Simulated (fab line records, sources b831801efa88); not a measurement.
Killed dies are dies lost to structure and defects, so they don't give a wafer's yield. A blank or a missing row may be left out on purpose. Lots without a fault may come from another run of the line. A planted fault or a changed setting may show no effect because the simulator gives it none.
Chamber matching | flow sky130 | SKY_METAL3_ETCH_17 on rie_diel-01: 4 sister chambers
The step etches SiO2 in C4F8/O2/Ar, stops on TiN, time 3.9 s, target depth 15 nm. 4 wafers are shown with their chamber, then 7 later ones without.

WAFERS WITH THEIR CHAMBER
wafer  | chamber | bias_w (W)
L444.2 | 1       | 1207
L450.6 | 3       | 1199
L453.2 | 2       | 1187
L453.4 | 0       | 1205

WAFERS WITHOUT THEIR CHAMBER
wafer  | bias_w (W)
L453.5 | 1195
L454.1 | 1198
L454.3 | 1196
L454.4 | 1201
L456.1 | 1203
L456.4 | 1200
L456.6 | 1198

WHICH CHAMBER EACH WENT THROUGH
wafer  | from the rows above          | in truth
L453.5 | can't be placed: 3 or 2      | 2
L454.1 | 3                            | 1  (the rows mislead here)
L454.3 | 3                            | 3
L454.4 | can't be placed: 3 or 0 or 1 | 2
L456.1 | can't be placed: 0 or 1 or 3 | 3
L456.4 | can't be placed: 3 or 0      | 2
L456.6 | 3                            | 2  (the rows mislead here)
Placed correctly: 1 of 7. Can't be placed from these rows: 4 (the true chamber is among the candidates in 2). Placed wrongly: 2.
How it was worked out, from the rows above alone: a wafer's distance from a chamber is the root of the sum, over the readings, of the square of ((its reading less the chamber's mean) divided by the reading's scatter). The wafer belongs to the nearest chamber; if the next one is less than 2 further off, it can't be placed. A chamber's mean is the mean of its shown wafers. The scatter: with one shown wafer a chamber, the root of the mean of the squares of how far each hidden wafer lies from its nearest shown one.
